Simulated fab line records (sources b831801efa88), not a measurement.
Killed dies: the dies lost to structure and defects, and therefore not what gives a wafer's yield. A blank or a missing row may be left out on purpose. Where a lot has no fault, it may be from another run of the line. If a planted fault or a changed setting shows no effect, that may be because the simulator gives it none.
One fault seen from 2 desks	flow gf180mcu	every desk sees just its own numbers, and what lay behind them comes last

== TOOL OWNER'S DESK, pvd_sputter-02 ==
The tool's own readings at GF_M1_SPUTTER_02 (material AlCu, target thk 450 nm, time 23.9 s): means of the sampled wafers that have a number, for each lot that ran on this tool. Any lot whose mean is over 4 standard deviations away from the usual mean is out of limits and marked OUT; that distance is given in the brackets.
Columns: A = cathode_dc_power_W at GF_M1_SPUTTER_02, usual 10600 W; B = throttle_valve_pct at GF_M1_SPUTTER_02, usual 29.6 %
lot	first seen here	A	B
L126	day 16 03:26	10600	29.8
L128	day 16 19:38	10602	29.8
L129	day 17 00:10	10600	29.5
L132	day 18 11:50	10599	29.0
L135	day 19 11:31	10598	28.9
L139	day 20 22:35	10720 (+54) OUT	28.6
This desk finds L139 out of limits, L139 being first, at day 20 22:35 (cathode_dc_power_W at GF_M1_SPUTTER_02). L126, L128, L129, L132, L135 stayed within limits.

== FROM THE METROLOGY DESK ==
Means of the sampled wafers that have a number, per lot and without regard to the tool the lot ran on: this is what the gauges read. Any lot whose mean is over 4 standard deviations away from the usual mean is out of limits and marked OUT; that distance is given in the brackets.
Columns: A = CONTACT_CVD_02_THK at GF_CONTACT_THK_MEAS_03, usual 860 nm; B = M1_ALCU_THK at GF_M1_THK_MEAS_06, usual 441 nm
lot	first seen here	A	B
L126	day 15 03:43	868	445
L128	day 15 19:30	864	443
L129	day 16 00:02	862	438
L130	day 16 11:52	837	446
L132	day 17 10:07	858	440
L133	day 17 19:47	857	439
L134	day 18 04:56	867	437
L135	day 18 09:25	846	441
L139	day 19 20:02	853	449
L141	day 20 14:19	859	444
L145	day 22 01:38	856	438
L149	day 23 04:40	863	434
This desk's verdict: no lot among the 12 shows anything out of limits.

== BROUGHT TOGETHER ==
The tool owner's desk had the chance to raise an alarm at day 20 22:35 on L139.
Nothing out of limits was seen by the metrology desk.
The metrology desk holds a record of L139, inside its limits.
Every lot named ran GF_M1_SPUTTER_02 on pvd_sputter-02.

== WHAT WAS PUT IN BY THE SIMULATOR ==
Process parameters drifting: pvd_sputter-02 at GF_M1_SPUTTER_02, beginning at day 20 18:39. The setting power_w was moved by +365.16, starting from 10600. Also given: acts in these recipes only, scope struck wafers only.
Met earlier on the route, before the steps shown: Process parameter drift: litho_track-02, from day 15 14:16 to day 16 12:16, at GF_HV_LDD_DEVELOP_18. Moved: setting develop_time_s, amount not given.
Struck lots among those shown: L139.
Delay in hours, fault start to first out-of-limits reading, by desk: the tool owner's desk at 4.
